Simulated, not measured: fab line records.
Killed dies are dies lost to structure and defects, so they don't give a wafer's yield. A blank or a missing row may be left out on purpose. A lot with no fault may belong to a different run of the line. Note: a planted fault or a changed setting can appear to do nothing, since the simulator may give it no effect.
A lot that was struck, set against a sound lot + flow sky130 + 16 out of 708 route steps
Sound: these wafers, L712.2, L712.5, L712.6. Wafers struck: L705.1, L705.3, L705.4. The cause comes at the end.
Per side, at each step with rows, come the tool, then ch with its chambers, and then its first start. Under that, the readings that differ: sound wafers + struck wafers + difference of the means + sigmas: that difference in standard deviations of wafers without a fault.
alike: readings with means less than 2 such deviations apart, plus words and numbers identical on both sides. not compared: withheld readings, readings lacking a value on some wafer, bounds such as >300 that could conceal the same value, and numbers that have no deviation in the record and whose values overlap.
Wherever a step has rows on one side only, a row that says differs or no value, or a row with sigmas, the two part there. When numbers do not overlap yet have no deviation, they are printed without sigmas and do not part them. A reading that every wafer of one side lacks parts them only if that side has two wafers or more.

first, 1 step without rows for these wafers: SKY_POLY_CUT_DEVELOP_07 (develop time 60 s).
SKY_POLY_CUT_CD_MEAS_08: target cd 270 nm.
  struck on cd_sem-02, day 28 05:28; sound on cd_sem-02, day 30 03:35
  alike: cd_nm
SKY_POLY_CUT_OVL_MEAS_09:
  struck on overlay-01, day 28 05:35; sound on overlay-02, day 30 03:41
  alike: POLY_CUT_OVL
SKY_POLY_CUT_ETCH_10: etches BARC in N2/H2, stops on SiO2, time 45.9 s, target depth 60 nm.
  sound on rie_diel-02 ch 1,2, day 30 03:43; struck on rie_diel-02 ch 0,1,3, day 28 05:37
  alike: drypump_motor_current_A, n2_flow_sccm, oes_product_au, rf_fwd_power_W, throttle_valve_pct
  not compared: rf_hours_counter_h
SKY_POLY_CUT_ETCH_11: etches Si3N4 in CF4/CH2F2/Ar, stops on poly-Si, time 42.5 s, target depth 60 nm.
  sound on rie_diel-02 ch 1,2, day 30 03:45; struck on rie_diel-02 ch 0,1,3, day 28 05:39
  alike: drypump_motor_current_A, mfc_ar_sccm, oes_product_au, rf_fwd_power_W, throttle_valve_pct
  not compared: rf_hours_counter_h
SKY_POLY_CUT_STRIP_12: strips in O2/N2.
  sound on plasma_asher-01 ch 0,1, day 30 03:48; struck on plasma_asher-02 ch 0,1, day 28 05:42
  alike: drypump_motor_current_A, n2_flow_sccm, oes_product_au, strip_time_to_endpoint_s
  not compared: rf_hours_counter_h
then, 6 steps without rows for these wafers: SKY_SD_P_DEHYDRATE_00 (time 60 s); SKY_SD_P_HMDS_01 (prime time 60 s); SKY_SD_P_COAT_02 (resist thk 1140 nm); SKY_SD_P_SOFTBAKE_03 (time 60 s); SKY_SD_P_EXPOSE_04 (exposes mask PSDM, target cd 380 nm); SKY_SD_P_PEB_05.
SKY_SD_P_DEVELOP_06: develop time 60 s.
  sound on litho_track-02 ch 0, day 31 07:06; struck on litho_track-04 ch 0, day 29 08:55
| reading              | sound             | struck            | difference | sigmas |
|----------------------|-------------------|-------------------|------------|--------|
| developer_temp_C (C) | 22.83 22.87 23.02 | 20.85 20.95 20.69 | -2.08      | -21    |
  alike: resist_line_temp_C
SKY_SD_P_CD_MEAS_07: target cd 380 nm.
  struck on cd_sem-02, day 29 09:04; sound on cd_sem-02, day 31 07:15
| reading    | sound             | struck            | difference | sigmas |
|------------|-------------------|-------------------|------------|--------|
| cd_nm (nm) | 379.2 382.0 380.2 | 390.4 390.6 388.6 | +9.4       | +4     |
SKY_SD_P_OVL_MEAS_08:
  struck on overlay-01, day 29 09:11; sound on overlay-01, day 31 07:21
  alike: SD_P_OVL
-- here the record skips 19 days between the struck wafers' starts before and after, leaving off in module SD_P and picking up in module PAD_OPEN (first step shown: number 708 of the route) --
SKY_PAD_OPEN_PROBE_99:
  the record has rows for the struck wafers here (prober-02, day 48 14:02) and none for the sound ones

## WHERE THEY PART
At SKY_SD_P_DEVELOP_06 first; at SKY_PAD_OPEN_PROBE_99 last (within this record only).

WHY: what the simulator had put in
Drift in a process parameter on litho_track-04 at SKY_SD_P_DEVELOP_06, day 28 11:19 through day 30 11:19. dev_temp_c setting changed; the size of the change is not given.
